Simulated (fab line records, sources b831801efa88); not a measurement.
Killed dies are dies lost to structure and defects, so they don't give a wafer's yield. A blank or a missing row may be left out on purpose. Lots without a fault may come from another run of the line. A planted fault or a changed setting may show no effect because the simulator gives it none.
Tool commonality check | flow sky130 | 11 lots, 33 wafers sampled

WHY IT WAS OPENED
At SKY_LDD_HVN_TW_MEAS_10 the reading LDD_HVN_TW is flagged on 2 of 11 lots. Wafers without a fault read 1436, standard deviation 7.
Rule: a lot is flagged when every wafer of it that has a number lies more than 4 standard deviations from that mean, or none has a number. The other lots count as sound.

lot  | measured     | on            | LDD_HVN_TW, wafer by wafer | flag
L230 | day 20 00:41 | film_metro-03 | 1435 1430 1436             |
L233 | day 21 13:01 | film_metro-02 | 1436 1445 1439             |
L236 | day 22 09:29 | film_metro-03 | 1431 1435 1421             |
L238 | day 23 14:30 | film_metro-01 | 1401 1402 1399             | FLAGGED
L239 | day 23 14:39 | film_metro-02 | 1403 1401 1407             | FLAGGED
L246 | day 26 03:47 | film_metro-01 | 1435 1436 1439             |
L247 | day 26 17:35 | film_metro-02 | 1453 1442 1450             |
L249 | day 27 00:32 | film_metro-03 | 1433 1433 1438             |
L251 | day 27 15:51 | film_metro-01 | 1435 1438 1432             |
L252 | day 28 00:35 | film_metro-01 | 1423 1430 1434             |
L253 | day 28 06:59 | film_metro-02 | 1440 1444 1444             |
The numbers of the flagged lots are 1402 on average: -34 against the usual, or -5 standard deviations.

WHICH TOOL RAN EACH LOT
The record holds 3 process steps before the reading, out of a route of 708 steps. In each cell: the tool, then ch and the chambers that the sampled wafers went through, then the start.
lot  | flag    | SKY_RES_PROTECT_STRIP_07             | SKY_POLY_GATE_ETCH_15              | SKY_LDD_HVN_IMPLANT_08
L230 |         | plasma_asher-01 ch 0,1, day 14 21:55 | rie_diel-03 ch 0,2,3, day 16 03:16 | implanter-03 ch 0, day 20 00:27
L233 |         | plasma_asher-03 ch 0,1, day 16 07:11 | rie_diel-03 ch 1,2,3, day 17 13:30 | implanter-01 ch 0, day 21 12:48
L236 |         | plasma_asher-01 ch 0,1, day 17 01:53 | rie_diel-02 ch 1,2,3, day 18 11:51 | implanter-03 ch 0, day 22 09:14
L238 | FLAGGED | plasma_asher-04 ch 0,1, day 18 05:08 | rie_diel-04 ch 0,1,2, day 19 15:47 | implanter-03 ch 0, day 23 14:15
L239 | FLAGGED | plasma_asher-03 ch 0,1, day 18 05:32 | rie_diel-02 ch 0,2,3, day 19 16:00 | implanter-03 ch 0, day 23 14:24
L246 |         | plasma_asher-01 ch 0,1, day 21 00:40 | rie_diel-03 ch 1,2,3, day 22 07:45 | implanter-01 ch 0, day 26 03:33
L247 |         | plasma_asher-01 ch 0,1, day 21 13:02 | rie_diel-02 ch 1,2,3, day 22 22:06 | implanter-04 ch 0, day 26 17:20
L249 |         | plasma_asher-03 ch 0,1, day 21 19:56 | rie_diel-04 ch 1,2,3, day 23 04:14 | implanter-01 ch 0, day 27 00:17
L251 |         | plasma_asher-01 ch 0,1, day 22 14:55 | rie_diel-03 ch 1,2,3, day 23 22:07 | implanter-01 ch 0, day 27 15:38
L252 |         | plasma_asher-03 ch 0,1, day 22 23:23 | rie_diel-02 ch 0,3, day 24 07:31   | implanter-01 ch 0, day 28 00:21
L253 |         | plasma_asher-03 ch 0,1, day 23 06:20 | rie_diel-04 ch 0,2, day 24 13:40   | implanter-03 ch 0, day 28 06:45
What these steps do:
- SKY_RES_PROTECT_STRIP_07: strips in O2/N2.
- SKY_POLY_GATE_ETCH_15: etches BARC in N2/H2, stops on SiO2, time 118.5 s, target depth 110 nm.
- SKY_LDD_HVN_IMPLANT_08
- SKY_LDD_HVN_TW_MEAS_10

FLAGGED OVER TOTAL, TOOL BY TOOL (the gauges that took the reading come last)
step                     | tool            | lots run | flagged | share of the flagged lots | sound lots run after its first flagged lot
SKY_RES_PROTECT_STRIP_07 | plasma_asher-01 | 5        | 0       | none                      | -
SKY_RES_PROTECT_STRIP_07 | plasma_asher-03 | 5        | 1       | some                      | 3 (L249,L252,L253)
SKY_RES_PROTECT_STRIP_07 | plasma_asher-04 | 1        | 1       | some                      | 0
SKY_POLY_GATE_ETCH_15    | rie_diel-02     | 4        | 1       | some                      | 2 (L247,L252)
SKY_POLY_GATE_ETCH_15    | rie_diel-03     | 4        | 0       | none                      | -
SKY_POLY_GATE_ETCH_15    | rie_diel-04     | 3        | 1       | some                      | 2 (L249,L253)
SKY_LDD_HVN_IMPLANT_08   | implanter-01    | 5        | 0       | none                      | -
SKY_LDD_HVN_IMPLANT_08   | implanter-03    | 5        | 2       | all                       | 1 (L253)
SKY_LDD_HVN_IMPLANT_08   | implanter-04    | 1        | 0       | none                      | -
SKY_LDD_HVN_TW_MEAS_10   | film_metro-01   | 4        | 1       | some                      | 3 (L246,L251,L252)
SKY_LDD_HVN_TW_MEAS_10   | film_metro-02   | 4        | 1       | some                      | 2 (L247,L253)
SKY_LDD_HVN_TW_MEAS_10   | film_metro-03   | 3        | 0       | none                      | -

WHAT THE TABLE ALLOWS
1 row of the table ran every flagged lot: implanter-03 at SKY_LDD_HVN_IMPLANT_08.
- implanter-03 at SKY_LDD_HVN_IMPLANT_08: 2 of its 5 lots flagged. Sound lots ran on it after the first flagged one (L253), which a lasting fault on the whole tool wouldn't allow. Its own readings lie more than 4 standard deviations out on every wafer of the flagged lots: dose_ions_cm2.
No row of the table ran every flagged lot and no sound lot after the first.

WHAT THE SIMULATOR HAD PUT IN
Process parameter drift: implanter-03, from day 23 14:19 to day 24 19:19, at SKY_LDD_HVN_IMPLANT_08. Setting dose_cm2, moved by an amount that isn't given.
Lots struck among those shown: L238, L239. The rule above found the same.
